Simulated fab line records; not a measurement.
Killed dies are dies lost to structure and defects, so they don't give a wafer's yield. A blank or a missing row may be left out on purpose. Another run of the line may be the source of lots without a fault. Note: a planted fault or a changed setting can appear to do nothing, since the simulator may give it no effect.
fab line records | flow sfq-line | part 2 of 2: steps 27 to 37 of 37
[record] lots = 5 | wafers = 15 | last-day = 84
route steps=325 shown R5@225 I5@228 C5@240 M6@251
lots with no fault: from the same line, run without faults
start-h: start of the lot's first displayed wafer, in hours after the record's first day | wait-h: how many hours have passed since the lot's step before this one | " identical to the entry in the row above | L1.1+2: a row that stands for several wafers | - either no value or no given start | * or withheld: withheld | < > ~ a bound
route shown NAME@n: names a module that has steps shown in the file, with the first one's number in the route | usual: average and standard deviation across the fault-free wafers | same: alike in all rows | chamber/n: place in a boat | sites: readings site by site | _std_site: standard deviation of those values | _edge_site: outer sites' mean less inner sites' | radius-mm: how far each site lies from the wafer's centre | mask NAME#n: copy n | behind: tool/chamber where the wafer was last shaped | hold: the reason the lot was held/the length of the hold in hours/how it ended | device: whichever transistor did not switch (one of n, p or np) | end of line: the route-end tests of the same wafers | a step without rows: its recipe alone | killed: at the first sort, the dies lost to defects and structure; wafer yield is something else | map: a wafer's dies, marking killed ones x, the rest . and places with no die _
set.NAME: the run value of the setting; set.NAME@STEP: its run value at that earlier step | model.NAME: the simulator's own value behind a step, which no gauge read
certain route steps with their lots: each step a table, each wafer a row
services: from which hour (start-h, from the record's first day; less than 0 if before it) a tool's chamber was out of use, for how many hours, and why
[[steps]]
[step SFQ_TRILAYER_M6_DEP_PRE_CLEAN_158]
[recipe] gas = Ar | time-s = 22.5 | bias-v = 250
lot.wafer  | tool           | chamber | start-h | wait-h
L079.1+3+6 | pvd-sputter-03 | -       | 1457.91 | 0.0
L082.1+4+5 | pvd-sputter-04 | -       | 1483.11 | 0.0
L084.1+3+4 | pvd-sputter-05 | -       | 1511.83 | 0.0
L088.3+5+6 | pvd-sputter-05 | -       | 1546.14 | 0.0
L097.2+3+6 | pvd-sputter-04 | -       | 1748.85 | 0.0
[step SFQ_TRILAYER_M6_DEP_SPUTTER_157]
[recipe] material = Nb | base-pressure-pa = 1.33e-06 | chamber-pressure-pa = 0.1333 | substrate-temp-c = 20 | target-thk-nm = 200 | power-w = 2000 | time-s = 133.3
[usual] cathode-dc-power-W = 2000.0/0.4 | throttle-valve-pct = 30.6/0.99
lot.wafer | tool           | chamber | start-h | wait-h | cathode-dc-power-W | throttle-valve-pct
L079.1    | pvd-sputter-03 | -       | 1457.94 | 0.0    | 2000.6             | 31.4
L079.3    | "              | -       | "       | "      | 1999.9             | 30.2
L079.6    | "              | -       | "       | "      | 1999.1             | 29.8
L082.1    | pvd-sputter-04 | -       | 1483.14 | 0.0    | 1999.1             | 30.4
L082.4    | "              | -       | "       | "      | 2000.2             | 30.2
L082.5    | "              | -       | "       | "      | 1999.6             | 33.2
L084.1    | pvd-sputter-05 | -       | 1511.86 | 0.0    | 2000.2             | 30.0
L084.3    | "              | -       | "       | "      | 1999.7             | 30.0
L084.4    | "              | -       | "       | "      | 1999.3             | 29.5
L088.3    | pvd-sputter-05 | -       | 1546.17 | 0.0    | 1999.9             | 29.6
L088.5    | "              | -       | "       | "      | 2000.3             | 29.7
L088.6    | "              | -       | "       | "      | 1999.9             | 29.9
L097.2    | pvd-sputter-04 | -       | 1748.88 | 0.0    | 2000.8             | 33.1
L097.3    | "              | -       | "       | "      | 2000.1             | 29.7
L097.6    | "              | -       | "       | "      | 2000.1             | 33.5
[step SFQ_M6_RS_MEAS_938]
[recipe] thk-meas-gauge = four-point-probe | reads = Nb_of_TRILAYER_M6_DEP_SPUTTER_157
[usual] M6_NB_RS = 0.886/0.0087
lot.wafer | tool          | chamber | start-h | wait-h | M6_NB_RS[ohm/sq]
L079.1    | film-metro-02 | -       | 1458.03 | 0.0    | 0.875
L079.3    | "             | -       | "       | "      | 0.879
L079.6    | "             | -       | "       | "      | 0.891
L082.1    | film-metro-03 | -       | 1483.23 | 0.0    | 0.866
L082.4    | "             | -       | "       | "      | 0.868
L082.5    | "             | -       | "       | "      | 0.861
L084.1    | film-metro-02 | -       | 1511.95 | 0.0    | 0.892
L084.3    | "             | -       | "       | "      | 0.893
L084.4    | "             | -       | "       | "      | 0.901
L088.3    | film-metro-01 | -       | 1546.30 | 0.1    | 0.900
L088.5    | "             | -       | "       | "      | 0.897
L088.6    | "             | -       | "       | "      | 0.893
L097.2    | film-metro-02 | -       | 1748.99 | 0.1    | 0.887
L097.3    | "             | -       | "       | "      | 0.897
L097.6    | "             | -       | "       | "      | 0.894
[step SFQ_TRILAYER_M6_LITHO_COAT_164]
[recipe] resist = BARC | spin-rpm = 3000 | resist-thk-nm = 62
[usual] dispense-pressure-kPa = 52.5/0.68
lot.wafer | tool           | chamber | start-h | wait-h | dispense-pressure-kPa
L079.1    | litho-track-01 | 0       | 1458.21 | 0.1    | 51.6
L079.3    | "              | 0       | "       | "      | 51.6
L079.6    | "              | 0       | "       | "      | 51.6
L082.1    | litho-track-04 | 0       | 1483.41 | 0.1    | 52.3
L082.4    | "              | 0       | "       | "      | 52.3
L082.5    | "              | 0       | "       | "      | 52.3
L084.1    | litho-track-01 | 0       | 1512.13 | 0.1    | 51.6
L084.3    | "              | 0       | "       | "      | 51.6
L084.4    | "              | 0       | "       | "      | 51.6
L088.3    | litho-track-04 | 0       | 1546.54 | 0.1    | 52.4
L088.5    | "              | 0       | "       | "      | 52.3
L088.6    | "              | 0       | "       | "      | 52.3
L097.2    | litho-track-02 | 0       | 1749.20 | 0.1    | 53.3
L097.3    | "              | 0       | "       | "      | 53.3
L097.6    | "              | 0       | "       | "      | 53.4
[step SFQ_TRILAYER_M6_LITHO_COAT_159]
[recipe] resist = KrF | spin-rpm = 3000 | resist-thk-nm = 609
[usual] dispense-pressure-kPa = 52.5/0.69
lot.wafer | tool           | chamber | start-h | wait-h | dispense-pressure-kPa
L079.1    | litho-track-01 | 0       | 1458.51 | 0.2    | 51.6
L079.3    | "              | 0       | "       | "      | 51.6
L079.6    | "              | 0       | "       | "      | 51.6
L082.1    | litho-track-04 | 0       | 1483.71 | 0.2    | 52.3
L082.4    | "              | 0       | "       | "      | 52.3
L082.5    | "              | 0       | "       | "      | 52.3
L084.1    | litho-track-01 | 0       | 1512.43 | 0.2    | 51.6
L084.3    | "              | 0       | "       | "      | 51.6
L084.4    | "              | 0       | "       | "      | 51.6
L088.3    | litho-track-04 | 0       | 1546.84 | 0.2    | 52.3
L088.5    | "              | 0       | "       | "      | 52.3
L088.6    | "              | 0       | "       | "      | 52.4
L097.2    | litho-track-02 | 0       | 1749.50 | 0.2    | 53.4
L097.3    | "              | 0       | "       | "      | 53.3
L097.6    | "              | 0       | "       | "      | 53.4
[step SFQ_TRILAYER_M6_LITHO_SOFTBAKE_163]
[recipe] temp-c = withheld | time-s = withheld | resist = KrF
lot.wafer  | tool           | chamber | start-h | wait-h
L079.1+3+6 | litho-track-01 | 0       | 1458.81 | 0.2
L082.1+4+5 | litho-track-04 | 0       | 1484.01 | 0.2
L084.1+3+4 | litho-track-01 | 0       | 1512.73 | 0.2
L088.3+5+6 | litho-track-04 | 0       | 1547.09 | 0.2
L097.2+3+6 | litho-track-02 | 0       | 1749.77 | 0.2
[step SFQ_TRILAYER_M6_LITHO_EXPOSE_160]
[recipe] mask-id = M6 | na = 0.6 | source-shape = conventional | sigma-outer = 0.65 | target-cd-nm = 500 | dose-mj = 14.4
[usual] focus-offset-nm = 0.0/0.56
[same] sigma-outer = 0.65
lot.wafer | tool           | chamber | start-h | wait-h | mask | focus-offset-nm
L079.1    | krf-scanner-01 | 0       | 1574.09 | -      | M6#0 | 0.1
L079.3    | "              | 0       | "       | "      | M6#0 | -0.3
L079.6    | "              | 0       | "       | "      | M6#0 | 0.1
L082.1    | krf-scanner-01 | 0       | 1593.29 | -      | M6#0 | 0.3
L082.4    | "              | 0       | "       | "      | M6#0 | 0.2
L082.5    | "              | 0       | "       | "      | M6#0 | 0.5
L084.1    | krf-scanner-02 | 0       | 1630.29 | -      | M6#0 | -0.7
L084.3    | "              | 0       | "       | "      | M6#0 | -0.2
L084.4    | "              | 0       | "       | "      | M6#0 | -0.2
L088.3    | krf-scanner-02 | 0       | 1661.89 | -      | M6#0 | -0.8
L088.5    | "              | 0       | "       | "      | M6#0 | -0.7
L088.6    | "              | 0       | "       | "      | M6#0 | 0.0
L097.2    | krf-scanner-01 | 0       | 1751.26 | -      | M6#0 | 1.3
L097.3    | "              | 0       | "       | "      | M6#0 | 0.7
L097.6    | "              | 0       | "       | "      | M6#0 | 0.5
[step SFQ_TRILAYER_M6_LITHO_PEB_162]
[recipe] peb-temp-c = 115 | peb-time-s = 60 | resist = KrF
lot.wafer  | tool           | chamber | start-h | wait-h
L079.1+3+6 | litho-track-04 | 0       | 1575.29 | 1.0
L082.1+4+5 | litho-track-01 | 0       | 1594.49 | 1.0
L084.1+3+4 | litho-track-01 | 0       | 1631.49 | 1.0
L088.3+5+6 | litho-track-04 | 0       | 1662.74 | 0.7
L097.2+3+6 | litho-track-04 | 0       | 1752.29 | 0.8
[step SFQ_TRILAYER_M6_LITHO_DEVELOP_161]
[recipe] time-s = 60 | resist = KrF
lot.wafer  | tool           | chamber | start-h | wait-h
L079.1+3+6 | litho-track-04 | 0       | 1575.44 | 0.1
L082.1+4+5 | litho-track-01 | 0       | 1594.64 | 0.1
L084.1+3+4 | litho-track-01 | 0       | 1631.64 | 0.1
L088.3+5+6 | litho-track-04 | 0       | 1662.89 | 0.1
L097.2+3+6 | litho-track-04 | 0       | 1752.44 | 0.1
[step SFQ_M6_OVL_MEAS_940]
[usual] M6_OVL = 2/5.3
lot.wafer | tool       | chamber | start-h | wait-h | M6_OVL[nm]
L079.1    | overlay-01 | -       | 1575.59 | 0.1    | 4
L079.3    | "          | -       | "       | "      | 0
L079.6    | "          | -       | "       | "      | -1
L082.1    | overlay-01 | -       | 1594.79 | 0.1    | 0
L082.4    | "          | -       | "       | "      | 1
L082.5    | "          | -       | "       | "      | 3
L084.1    | overlay-01 | -       | 1631.79 | 0.1    | 2
L084.3    | "          | -       | "       | "      | 4
L084.4    | "          | -       | "       | "      | -1
L088.3    | overlay-01 | -       | 1663.00 | 0.1    | -4
L088.5    | "          | -       | "       | "      | 1
L088.6    | "          | -       | "       | "      | 0
L097.2    | overlay-02 | -       | 1752.57 | 0.1    | -3
L097.3    | "          | -       | "       | "      | 1
L097.6    | "          | -       | "       | "      | -3
[step SFQ_TRILAYER_M6_BARC_OPEN_METAL_ETCH_206]
[recipe] mask-material = PR | chemistry = O2 | target-depth-nm = 125 | target = BARC | icp-w = 600 | bias-w = 80 | pressure-mtorr = 10 | time-s = 41.7
[usual] drypump-motor-current-A = 5.62/0.28 | oes-product-au = 0.685/0.0043
lot.wafer | tool         | chamber | start-h | wait-h | drypump-motor-current-A | oes-product-au | rf-hours-counter-h
L079.1    | rie-metal-01 | 1       | 1575.63 | 0.0    | 5.47                    | 0.684          | 19
L079.3    | "            | 0       | "       | "      | 5.90                    | 0.684          | -
L079.6    | "            | 0       | "       | "      | 5.89                    | 0.681          | -
L082.1    | rie-metal-04 | 0       | 1594.83 | 0.0    | 6.12                    | 0.687          | 68
L082.4    | "            | 0       | "       | "      | 6.13                    | 0.683          | -
L082.5    | "            | 0       | "       | "      | 6.12                    | 0.680          | -
L084.1    | rie-metal-01 | 1       | 1631.83 | 0.0    | 5.45                    | 0.679          | 24
L084.3    | "            | 0       | "       | "      | 5.90                    | 0.691          | -
L084.4    | "            | 1       | "       | "      | 5.47                    | 0.685          | -
L088.3    | rie-metal-01 | 1       | 1663.05 | 0.0    | 5.46                    | 0.686          | -
L088.5    | "            | 0       | "       | "      | 5.90                    | 0.692          | -
L088.6    | "            | 1       | "       | "      | 5.47                    | 0.679          | -
L097.2    | rie-metal-01 | 0       | 1752.60 | 0.0    | 5.90                    | 0.689          | 63
L097.3    | "            | 0       | "       | "      | 5.90                    | 0.685          | -
L097.6    | "            | 0       | "       | "      | 5.90                    | 0.674          | -
[[services]]
tool           | chamber | start-h | hours | kind
rie-metal-01   | 1       | 1327.60 | 11.9  | repair
krf-scanner-02 | -       | 1333.13 | 2.9   | repair
krf-scanner-02 | -       | 1346.57 | 1.0   | pm
krf-scanner-02 | -       | 1358.88 | 1.3   | pm
krf-scanner-01 | -       | 1370.17 | 0.6   | repair
rie-diel-02    | 1       | 1374.01 | 1.5   | repair
krf-scanner-01 | -       | 1425.21 | 0.8   | pm
krf-scanner-01 | -       | 1426.19 | 0.2   | repair
krf-scanner-02 | -       | 1433.89 | 0.8   | pm
rie-diel-02    | 1       | 1435.15 | 2.8   | repair
krf-scanner-01 | -       | 1435.34 | 1.0   | pm
krf-scanner-01 | -       | 1438.49 | 1.3   | pm
rie-diel-02    | 2       | 1508.96 | 2.8   | repair
krf-scanner-02 | -       | 1516.37 | 1.0   | pm
krf-scanner-02 | -       | 1526.01 | 1.1   | repair
krf-scanner-02 | -       | 1534.18 | 1.3   | pm
krf-scanner-01 | -       | 1594.49 | 0.8   | pm
krf-scanner-01 | -       | 1604.34 | 1.0   | pm
rie-metal-01   | 0       | 1643.39 | 6.0   | repair
krf-scanner-02 | -       | 1671.04 | 0.5   | repair
rie-diel-02    | -       | 1683.97 | 0.5   | repair
rie-diel-02    | -       | 1685.44 | 1.0   | repair
krf-scanner-02 | -       | 1685.53 | 1.0   | pm
krf-scanner-02 | -       | 1710.80 | 1.3   | pm
